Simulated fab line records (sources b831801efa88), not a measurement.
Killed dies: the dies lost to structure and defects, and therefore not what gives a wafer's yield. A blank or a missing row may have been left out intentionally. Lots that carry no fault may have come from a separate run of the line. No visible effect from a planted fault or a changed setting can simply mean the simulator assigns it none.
fab line records ; flow sky130
record: lots: 12; wafers: 36; lastDay: 50
route steps=708 shown SD_N@350 CONTACT@408 METAL1@434
lots that met no fault: from a run of the same line without faults
startH: hours from the record's opening day to when the first of the lot's shown wafers began ; waitH: hours elapsed since this lot's preceding step ; " as in the row above ; L1.1+2: several wafers, shown together as one row ; - no value present, or no start provided ; * or withheld: withheld ; < > ~ a bound
route shown NAME@n: names a module that has steps shown in the file, with the first one's number in the route ; usual: average and standard deviation across the fault-free wafers ; same: alike in all rows ; chamber/n: place in a boat ; sites: each site's reading ; _std_site: their standard deviation ; _edge_site: inner sites' mean taken away from outer sites' mean ; radiusMm: for every site, how far away it sits from the centre of the wafer ; mask NAME#n: copy n ; behind: tool/chamber where the wafer was last shaped ; hold: cause of the lot's hold/its duration in hours/its outcome ; device: names the non-switching transistor (n, p or np) ; end of line: at the end of the route, the tests of the same wafers ; a step given without rows: its recipe and nothing more ; killed: dies that structure and defects cost at the first sort, which is not the same as the wafer's yield ; map: a wafer's dies, x killed, . not, _ none there
set.NAME: the run value of the setting; set.NAME@STEP: its run value at that earlier step ; model.NAME: the simulator's own value behind a step, which no gauge read
route steps across a sampled set of lots; one table per step, one row per wafer
services: a tool's chamber out of use, with start hour (startH, from the record's first day; less than 0 if before it), hours out, and reason
== steps ==
step: SKY_SD_N_OVL_MEAS_08
usual: SD_N_OVL: -0.1/1.3
lot.wafer;tool;chamber;startH;waitH;SD_N_OVL[nm]
L826.2;overlay-02;-;657.53;0.1;0.8
L826.4;overlay-02;-;657.53;0.1;1.4
L826.5;overlay-02;-;657.53;0.1;2.3
L827.4;overlay-02;-;662.33;0.1;-0.9
L827.5;overlay-02;-;662.33;0.1;0.5
L827.6;overlay-02;-;662.33;0.1;-2.5
L828.1;overlay-02;-;669.15;0.1;0.5
L828.4;overlay-02;-;669.15;0.1;1.8
L828.5;overlay-02;-;669.15;0.1;0.4
L829.2;overlay-02;-;672.16;0.1;-1.0
L829.4;overlay-02;-;672.16;0.1;-0.7
L829.6;overlay-02;-;672.16;0.1;-1.4
L831.2;overlay-01;-;695.00;0.1;-0.9
L831.3;overlay-01;-;695.00;0.1;-2.2
L831.6;overlay-01;-;695.00;0.1;0.1
L833.2;overlay-01;-;707.95;0.1;0.0
L833.3;overlay-01;-;707.95;0.1;0.2
L833.4;overlay-01;-;707.95;0.1;-0.4
L835.1;overlay-01;-;736.97;0.1;0.6
L835.3;overlay-01;-;736.97;0.1;-0.3
L835.5;overlay-01;-;736.97;0.1;1.1
L836.2;overlay-01;-;751.03;0.1;0.5
L836.3;overlay-01;-;751.03;0.1;0.4
L836.4;overlay-01;-;751.03;0.1;-1.0
L841.1;overlay-01;-;779.27;0.1;2.5
L841.2;overlay-01;-;779.27;0.1;2.3
L841.5;overlay-01;-;779.27;0.1;0.9
L843.3;overlay-01;-;790.57;0.1;0.5
L843.4;overlay-01;-;790.57;0.1;0.9
L843.6;overlay-01;-;790.57;0.1;0.8
L846.3;overlay-02;-;814.06;0.1;1.8
L846.4;overlay-02;-;814.06;0.1;-1.3
L846.5;overlay-02;-;814.06;0.1;-2.8
L848.2;overlay-01;-;821.93;0.1;1.0
L848.4;overlay-01;-;821.93;0.1;-0.7
L848.6;overlay-01;-;821.93;0.1;0.9
step: SKY_CONTACT_HDPCVD_02
recipe: material: SiO2; targetThkNm: 565; sigmaOpenFrac: 0.3; timeS: 94.2; tempC: 600; sih4FlowSccm: 60; pressureMtorr: 6
lot.wafer;tool;chamber;startH;waitH
L826.2+4+5;hdpcvd-02;1,2,0;717.54;0.0
L827.4+5+6;hdpcvd-01;0,2,1;722.92;0.1
L828.1+4+5;hdpcvd-01;2,0,2;727.14;0.1
L829.2+4+6;hdpcvd-01;1,1,0;731.09;0.0
L831.2+3+6;hdpcvd-01;0,1,0;753.83;0.0
L833.2+3+4;hdpcvd-02;0,2,2;766.34;0.0
L835.1+3+5;hdpcvd-02;0,1,1;795.26;0.1
L836.2+3+4;hdpcvd-01;1,2,1;809.45;0.0
L841.1+2+5;hdpcvd-01;2,1,0;835.29;0.1
L843.3+4+6;hdpcvd-02;1,1,0;847.03;0.0
L846.3+4+5;hdpcvd-02;1,0,1;869.53;0.0
L848.2+4+6;hdpcvd-01;2,1,2;879.32;0.0
step: SKY_CONTACT_THK_MEAS_03
recipe: reads: SiO2_of_CONTACT_HDPCVD_02
usual: CONTACT_HDPCVD_THK: 561/6
lot.wafer;tool;chamber;startH;waitH;CONTACT_HDPCVD_THK[nm]
L826.2;filmMetro-02;-;717.62;0.0;565
L826.4;filmMetro-02;-;717.62;0.0;565
L826.5;filmMetro-02;-;717.62;0.0;566
L827.4;filmMetro-01;-;722.99;0.0;567
L827.5;filmMetro-01;-;722.99;0.0;576
L827.6;filmMetro-01;-;722.99;0.0;568
L828.1;filmMetro-03;-;727.21;0.0;561
L828.4;filmMetro-03;-;727.21;0.0;559
L828.5;filmMetro-03;-;727.21;0.0;553
L829.2;filmMetro-01;-;731.17;0.0;561
L829.4;filmMetro-01;-;731.17;0.0;557
L829.6;filmMetro-01;-;731.17;0.0;562
L831.2;filmMetro-03;-;753.91;0.0;564
L831.3;filmMetro-03;-;753.91;0.0;571
L831.6;filmMetro-03;-;753.91;0.0;563
L833.2;filmMetro-03;-;766.42;0.0;563
L833.3;filmMetro-03;-;766.42;0.0;570
L833.4;filmMetro-03;-;766.42;0.0;569
L835.1;filmMetro-02;-;795.33;0.0;565
L835.3;filmMetro-02;-;795.33;0.0;567
L835.5;filmMetro-02;-;795.33;0.0;564
L836.2;filmMetro-02;-;809.53;0.0;552
L836.3;filmMetro-02;-;809.53;0.0;556
L836.4;filmMetro-02;-;809.53;0.0;549
L841.1;filmMetro-01;-;835.36;0.0;557
L841.2;filmMetro-01;-;835.36;0.0;556
L841.5;filmMetro-01;-;835.36;0.0;553
L843.3;filmMetro-03;-;847.12;0.1;1072
L843.4;filmMetro-03;-;847.12;0.1;569
L843.6;filmMetro-03;-;847.12;0.1;567
L846.3;filmMetro-01;-;869.62;0.1;1058
L846.4;filmMetro-01;-;869.62;0.1;564
L846.5;filmMetro-01;-;869.62;0.1;567
L848.2;filmMetro-02;-;879.40;0.0;562
L848.4;filmMetro-02;-;879.40;0.0;566
L848.6;filmMetro-02;-;879.40;0.0;561
step: SKY_CONTACT_CMP_04
recipe: material: SiO2; downForcePsi: 4; platenRpm: 60; padVelocityMS: 0.94248
usual: motorCurrentA: 11.5/1.1; slurryFlowMlMin: 150.0/0.5; timeToEndpointS: 78/5.4
lot.wafer;tool;chamber;startH;waitH;motorCurrentA;slurryFlowMlMin;timeToEndpointS
L826.2;cmp-02;2;717.72;0.1;12.6;149.4;82
L826.4;cmp-02;3;717.72;0.1;10.9;150.3;75
L826.5;cmp-02;2;717.72;0.1;12.1;150.0;79
L827.4;cmp-02;3;723.02;0.0;11.2;149.9;79
L827.6;cmp-02;3;723.02;0.0;11.3;150.1;78
L827.5;cmp-02;0;723.02;0.0;10.4;149.6;87
L828.4;cmp-02;2;727.37;0.1;12.6;149.7;76
L828.1;cmp-02;3;727.37;0.1;10.8;150.2;77
L828.5;cmp-02;0;727.37;0.1;10.5;150.6;75
L829.4;cmp-01;3;731.22;0.0;14.1;149.2;84
L829.2;cmp-01;2;731.22;0.0;10.2;149.9;88
L829.6;cmp-01;0;731.22;0.0;12.9;151.0;88
L831.3;cmp-02;2;753.96;0.0;12.1;149.6;84
L831.2;cmp-02;3;753.96;0.0;10.7;150.4;72
L831.6;cmp-02;2;753.96;0.0;12.0;149.6;75
L833.4;cmp-02;3;766.47;0.0;10.9;150.7;78
L833.3;cmp-02;0;766.47;0.0;11.4;149.7;84
L833.2;cmp-02;1;766.47;0.0;11.0;149.4;77
L835.1;cmp-02;3;795.39;0.1;11.4;150.1;73
L835.3;cmp-02;1;795.39;0.1;11.4;149.4;74
L835.5;cmp-02;3;795.39;0.1;11.0;150.5;70
L836.3;cmp-01;3;809.58;0.0;13.6;150.2;73
L836.2;cmp-01;0;809.58;0.0;12.6;150.1;73
L836.4;cmp-01;1;809.58;0.0;10.7;149.7;67
L841.1;cmp-02;0;835.47;0.1;10.7;150.3;73
L841.2;cmp-02;2;835.47;0.1;12.4;150.8;74
L841.5;cmp-02;3;835.47;0.1;10.6;150.0;73
L843.4;cmp-02;2;847.26;0.1;11.9;150.2;80
L843.3;cmp-02;3;847.26;0.1;11.1;149.4;255
L843.6;cmp-02;0;847.26;0.1;10.8;149.3;77
L846.3;cmp-01;1;869.71;0.1;10.4;150.0;250
L846.4;cmp-01;2;869.71;0.1;11.0;149.5;85
L846.5;cmp-01;1;869.71;0.1;10.5;150.1;79
L848.2;cmp-01;0;879.50;0.1;13.3;150.5;80
L848.4;cmp-01;1;879.50;0.1;10.1;150.1;80
L848.6;cmp-01;0;879.50;0.1;13.7;150.2;84
step: SKY_CONTACT_ETCH_17
recipe: target: SiO2; chemistry: C4F8/O2/Ar; stopOn: Si3N4; maskMaterial: KrF-thick; sourceW: 1500; biasW: 1200; pressureMtorr: 40; c4f8FlowSccm: withheld; O2_flow_sccm: 6; Ar_flow_sccm: 300; timeS: withheld; targetDepthA: 3400
usual: oesProductAu: 0.891/0.0045; rfFwdPowerW: 1488/5.2
lot.wafer;tool;chamber;startH;waitH;oesProductAu;rfFwdPowerW
L826.2;rieDiel-01;3;745.07;0.0;0.889;1488
L826.4;rieDiel-01;3;745.07;0.0;0.897;1491
L826.5;rieDiel-01;2;745.07;0.0;0.884;1482
L827.4;rieDiel-04;0;749.75;0.0;0.894;1486
L827.5;rieDiel-04;3;749.75;0.0;0.880;1494
L827.6;rieDiel-04;2;749.75;0.0;0.888;1486
L828.1;rieDiel-01;2;754.77;0.0;0.890;1485
L828.4;rieDiel-01;2;754.77;0.0;0.891;1487
L828.5;rieDiel-01;1;754.77;0.0;0.892;1490
L829.2;rieDiel-01;3;758.87;0.0;0.889;1494
L829.4;rieDiel-01;3;758.87;0.0;0.893;1488
L829.6;rieDiel-01;1;758.87;0.0;0.905;1490
L831.2;rieDiel-01;3;781.22;0.0;0.889;1492
L831.3;rieDiel-01;1;781.22;0.0;0.891;1485
L831.6;rieDiel-01;2;781.22;0.0;0.887;1483
L833.2;rieDiel-03;3;793.72;0.0;0.893;1499
L833.3;rieDiel-03;2;793.72;0.0;0.883;1492
L833.4;rieDiel-03;0;793.72;0.0;0.886;1477
L835.1;rieDiel-01;1;821.70;0.0;0.888;1481
L835.3;rieDiel-01;2;821.70;0.0;0.893;1491
L835.5;rieDiel-01;3;821.70;0.0;0.888;1492
L836.2;rieDiel-04;0;835.78;0.0;0.892;1482
L836.3;rieDiel-04;2;835.78;0.0;0.895;1492
L836.4;rieDiel-04;3;835.78;0.0;0.892;1504
L841.1;rieDiel-04;0;862.65;0.0;0.892;1485
L841.2;rieDiel-04;2;862.65;0.0;0.886;1494
L841.5;rieDiel-04;3;862.65;0.0;0.889;1499
L843.3;rieDiel-04;3;873.91;0.0;0.890;1492
L843.4;rieDiel-04;0;873.91;0.0;0.891;1483
L843.6;rieDiel-04;1;873.91;0.0;0.895;1482
L846.3;rieDiel-01;3;896.00;0.0;0.891;1487
L846.4;rieDiel-01;2;896.00;0.0;0.893;1481
L846.5;rieDiel-01;1;896.00;0.0;0.894;1485
L848.2;rieDiel-03;1;905.15;0.0;0.898;1490
L848.4;rieDiel-03;0;905.15;0.0;0.890;1482
L848.6;rieDiel-03;2;905.15;0.0;0.892;1484
step: SKY_METAL1_SPUTTER_00
recipe: material: Ti; targetThkNm: 15; powerW: 3000; timeS: 10; chamberPressurePa: 0.4
usual: throttleValvePct: 29.4/0.93
lot.wafer;tool;chamber;startH;waitH;throttleValvePct
L826.2;pvdSputter-02;-;746.50;0.2;28.9
L826.4;pvdSputter-02;-;746.50;0.2;28.5
L826.5;pvdSputter-02;-;746.50;0.2;28.5
L827.4;pvdSputter-04;-;751.07;0.1;30.0
L827.5;pvdSputter-04;-;751.07;0.1;30.0
L827.6;pvdSputter-04;-;751.07;0.1;30.0
L828.1;pvdSputter-04;-;756.11;0.2;30.1
L828.4;pvdSputter-04;-;756.11;0.2;29.7
L828.5;pvdSputter-04;-;756.11;0.2;29.4
L829.2;pvdSputter-04;-;760.21;0.1;29.7
L829.4;pvdSputter-04;-;760.21;0.1;31.1
L829.6;pvdSputter-04;-;760.21;0.1;29.4
L831.2;pvdSputter-02;-;782.60;0.1;28.5
L831.3;pvdSputter-02;-;782.60;0.1;28.6
L831.6;pvdSputter-02;-;782.60;0.1;28.7
L833.2;pvdSputter-02;-;795.07;0.2;28.7
L833.3;pvdSputter-02;-;795.07;0.2;28.5
L833.4;pvdSputter-02;-;795.07;0.2;29.0
L835.1;pvdSputter-03;-;823.04;0.1;29.4
L835.3;pvdSputter-03;-;823.04;0.1;28.2
L835.5;pvdSputter-03;-;823.04;0.1;29.7
L836.2;pvdSputter-04;-;837.15;0.2;30.1
L836.3;pvdSputter-04;-;837.15;0.2;29.6
L836.4;pvdSputter-04;-;837.15;0.2;31.7
L841.1;pvdSputter-03;-;864.07;0.1;29.4
L841.2;pvdSputter-03;-;864.07;0.1;29.4
L841.5;pvdSputter-03;-;864.07;0.1;29.6
L843.3;pvdSputter-03;-;875.25;0.2;29.3
L843.4;pvdSputter-03;-;875.25;0.2;30.5
L843.6;pvdSputter-03;-;875.25;0.2;31.0
L846.3;pvdSputter-04;-;897.34;0.2;29.7
L846.4;pvdSputter-04;-;897.34;0.2;29.6
L846.5;pvdSputter-04;-;897.34;0.2;30.2
L848.2;pvdSputter-04;-;906.52;0.1;29.4
L848.4;pvdSputter-04;-;906.52;0.1;31.4
L848.6;pvdSputter-04;-;906.52;0.1;29.5
== services ==
tool;chamber;startH;hours;kind
pvdSputter-02;-;695.37;6.8;repair
hdpcvd-02;0;697.49;4.7;repair
rieDiel-01;-;699.99;14.6;pm
rieDiel-04;1;707.93;49.0;repair
cmp-02;-;712.37;1.1;repair
rieDiel-04;3;712.45;4.3;repair
rieDiel-01;-;715.71;2.8;pm
cmp-01;-;719.73;0.6;repair
rieDiel-01;2;727.19;1.8;repair
cmp-01;-;744.83;4.0;pm
rieDiel-04;-;745.15;1.4;repair
hdpcvd-01;-;754.05;2.8;pm
rieDiel-04;2;799.75;5.8;repair
rieDiel-04;0;810.64;12.0;repair
rieDiel-01;-;814.46;0.8;repair
cmp-01;-;814.98;0.9;repair
cmp-01;-;844.22;3.2;pm
cmp-02;-;857.00;0.8;repair
hdpcvd-01;-;864.27;3.1;repair
rieDiel-01;0;875.66;63.3;repair
rieDiel-04;-;888.51;1.7;repair
rieDiel-04;3;894.24;13.2;repair
rieDiel-01;-;898.31;15.6;pm
hdpcvd-02;-;900.55;1.0;repair
== key ==
firstSign: step: SKY_CONTACT_THK_MEAS_03; reading: CONTACT_HDPCVD_THK; direction: up; sigmas: 84; usual: 561; struck: 1065
effect: step: SKY_CONTACT_CMP_04; reading: timeToEndpointS; direction: up; sigmas: 32; usual: *; struck: *
metAt SKY_CONTACT_HDPCVD_02
struckLots L843,L846
struckWafers L843.3,L846.3
testerLeftOut L843,L846
notActingAt SKY_SD_N_OVL_MEAS_08,SKY_CONTACT_ETCH_17,SKY_METAL1_SPUTTER_00
onsetBetween 795.26 847.03
fault: kind: processParameterDrift; tool: hdpcvd-02; chamber: -; onsetH: 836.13; steps: SKY_CONTACT_HDPCVD_02; channel: targetThkNm; offset: 494.77; shape: step; endH: 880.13; scope: struckWafersOnly; actsIn: theseRecipesOnly; stated: 565
testerLeftOut: of these lots the tester's yield and bins aren't shown, on N5 and GAA mostly nor the transistor test; their killed dies are dies lost to structure and defects alone, not to doping, threshold or leakage, so they don't give the yield
